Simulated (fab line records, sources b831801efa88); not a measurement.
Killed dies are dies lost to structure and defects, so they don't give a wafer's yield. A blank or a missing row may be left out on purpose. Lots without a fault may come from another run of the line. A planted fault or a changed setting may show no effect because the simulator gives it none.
Which tool did it? | flow sky130 | 13 lots, 39 wafers sampled, at 4 steps of a route of 708

WHAT THE GAUGES READ, wafer by wafer
SKY_NWELL_RS_MEAS_29: measures by four-point-probe. Usual: NWELL_RS 625.3 ohm/sq, standard deviation 1.8.
lot  | measured     | on            | NWELL_RS (ohm/sq) | flag
L659 | day 5 10:35  | film_metro-01 | 623.2 621.6 620.7 |
L660 | day 5 15:10  | film_metro-01 | 626.1 625.8 623.1 |
L662 | day 6 06:22  | film_metro-04 | 626.4 625.4 625.9 |
L663 | day 6 10:58  | film_metro-01 | 624.7 623.3 624.6 |
L664 | day 6 16:55  | film_metro-01 | 627.8 628.2 628.8 |
L665 | day 6 19:28  | film_metro-02 | 625.9 625.2 625.8 |
L667 | day 7 08:50  | film_metro-01 | 624.4 625.0 626.0 |
L668 | day 7 13:44  | film_metro-02 | 625.5 626.0 624.3 |
L669 | day 7 20:56  | film_metro-01 | 623.8 625.1 624.1 |
L671 | day 8 10:22  | film_metro-02 | 624.9 624.8 625.7 |
L680 | day 10 16:23 | film_metro-02 | 602.0 603.4 602.1 | OFF
L681 | day 11 01:04 | film_metro-04 | 606.2 605.9 605.7 | OFF
L682 | day 11 09:14 | film_metro-01 | 624.8 623.4 621.5 |

SKY_SD_N_RS_MEAS_17: measures by four-point-probe. Usual: SD_P_RS 147.2 ohm/sq, standard deviation 0.39.
lot  | measured     | on            | SD_P_RS (ohm/sq)  | flag
L659 | day 28 09:25 | film_metro-02 | 147.3 147.1 146.8 |
L660 | day 28 10:37 | film_metro-02 | 146.8 147.1 147.3 |
L662 | day 29 17:14 | film_metro-04 | 146.6 146.9 146.8 |
L663 | day 30 02:59 | film_metro-04 | 147.7 147.7 148.0 |
L664 | day 30 02:02 | film_metro-03 | 147.0 147.2 147.0 |
L665 | day 30 03:29 | film_metro-02 | 147.2 147.5 147.9 |
L667 | day 31 18:44 | film_metro-03 | 146.5 147.2 147.2 |
L668 | day 31 15:49 | film_metro-04 | 147.1 147.4 147.3 |
L669 | day 32 00:48 | film_metro-03 | 146.3 146.4 146.7 |
L671 | day 32 17:48 | film_metro-03 | 147.7 147.7 147.8 |
L680 | day 35 00:05 | film_metro-03 | 147.0 147.1 146.8 |
L681 | day 35 09:32 | film_metro-02 | 147.1 147.2 147.1 |
L682 | day 35 13:51 | film_metro-03 | 146.5 146.9 146.9 |

SKY_LI_CONTACT_THK_MEAS_01. Usual: LI_CONTACT_HDPCVD_THK 926 nm, standard deviation 8.
lot  | measured     | on            | LI_CONTACT_HDPCVD_THK (nm) | flag
L659 | day 28 09:46 | film_metro-04 | 924 925 933                |
L660 | day 28 10:58 | film_metro-03 | 935 926 929                |
L662 | day 29 17:35 | film_metro-02 | 925 912 930                |
L663 | day 30 03:20 | film_metro-03 | 927 931 922                |
L664 | day 30 02:23 | film_metro-04 | 925 926 924                |
L665 | day 30 03:50 | film_metro-03 | 943 944 950                |
L667 | day 31 19:05 | film_metro-04 | 921 927 928                |
L668 | day 31 16:10 | film_metro-02 | 918 931 924                |
L669 | day 32 01:09 | film_metro-02 | 923 915 931                |
L671 | day 32 18:10 | film_metro-02 | 921 920 917                |
L680 | day 35 00:26 | film_metro-03 | 937 937 919                |
L681 | day 35 09:53 | film_metro-03 | 923 927 914                |
L682 | day 35 14:13 | film_metro-02 | 917 927 926                |

WHICH TOOL RAN EACH LOT (tool, then ch and the chambers of the sampled wafers, then the start)
lot  | SKY_NWELL_IMPLANT_11
L659 | implanter-04 ch 0, day 4 15:33
L660 | implanter-04 ch 0, day 4 19:41
L662 | implanter-01 ch 0, day 5 10:31
L663 | implanter-01 ch 0, day 5 15:02
L664 | implanter-01 ch 0, day 5 20:16
L665 | implanter-03 ch 0, day 5 23:18
L667 | implanter-04 ch 0, day 6 12:26
L668 | implanter-01 ch 0, day 6 17:04
L669 | implanter-04 ch 0, day 6 23:48
L671 | implanter-03 ch 0, day 7 13:37
L680 | implanter-03 ch 0, day 9 16:55
L681 | implanter-03 ch 0, day 10 00:50
L682 | implanter-01 ch 0, day 10 08:44
- SKY_NWELL_IMPLANT_11

WHAT THE TOOLS THEMSELVES READ (means of the sampled wafers that have a number; where no wafer has one, the mark that the record gives instead)
SKY_NWELL_IMPLANT_11. Usual: beam_energy_keV 400.02, standard deviation 0.13; end_station_pressure_torr 5.08e-06 Torr, standard deviation 2.6e-07.
lot  | tool         | beam_energy_keV | end_station_pressure_torr (Torr) | flag
L659 | implanter-04 | 399.88          | 5.15e-06                         |
L660 | implanter-04 | 399.93          | 5.00e-06                         |
L662 | implanter-01 | 399.86          | 5.16e-06                         |
L663 | implanter-01 | 399.99          | 5.21e-06                         |
L664 | implanter-01 | 400.08          | 5.11e-06                         |
L665 | implanter-03 | 400.16          | 5.01e-06                         |
L667 | implanter-04 | 399.71          | 5.16e-06                         |
L668 | implanter-01 | 400.05          | 5.00e-06                         |
L669 | implanter-04 | 400.07          | 5.04e-06                         |
L671 | implanter-03 | 400.25          | 4.76e-06                         |
L680 | implanter-03 | 477.26          | 5.02e-06                         | OFF
L681 | implanter-03 | 477.08          | 5.08e-06                         | OFF
L682 | implanter-01 | 399.88          | 4.97e-06                         |

THE ANSWER, worked out from the rows above alone
Rule: a lot is off if the mean of its wafers that have a number lies more than 3 standard deviations from the usual mean. A lot without any number at a reading at which 4 lots or more have one is off too. The other lots that the step has rows for count as sound. The gauges are gone through in route order, then the tools' own readings, and for those a lot's mean is taken as printed above. The first step at which some lot is off is used, and at that step the reading that is off furthest; a lot without a number counts as furthest.
Off: L680, L681, at SKY_NWELL_RS_MEAS_29 (NWELL_RS).
A tool fits if, at a process step before that reading, it ran every lot that is off, and no sound lot after the first of them. The gauges at SKY_NWELL_RS_MEAS_29 aren't tried: what is off there is off at SKY_NWELL_IMPLANT_11 too, on other tools, and a gauge's error can't cause that. One fits: implanter-03 at SKY_NWELL_IMPLANT_11. Its last sound lot is L671 (day 7 13:37), its first lot that is off L680 (day 9 16:55): a fault that began between those two fits.
The tool's own readings at SKY_NWELL_IMPLANT_11 bear it out: on the lots that are off they differ by more than 5 times the standard deviation of the sound lots' means. beam_energy_keV reads 477.17 there against 399.99 on the sound lots.

WHAT THE SIMULATOR HAD PUT IN
Process parameter drift: implanter-03, from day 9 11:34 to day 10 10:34, at SKY_NWELL_IMPLANT_11. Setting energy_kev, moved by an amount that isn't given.
Lots struck among those shown: L680, L681. The rule above found the same.
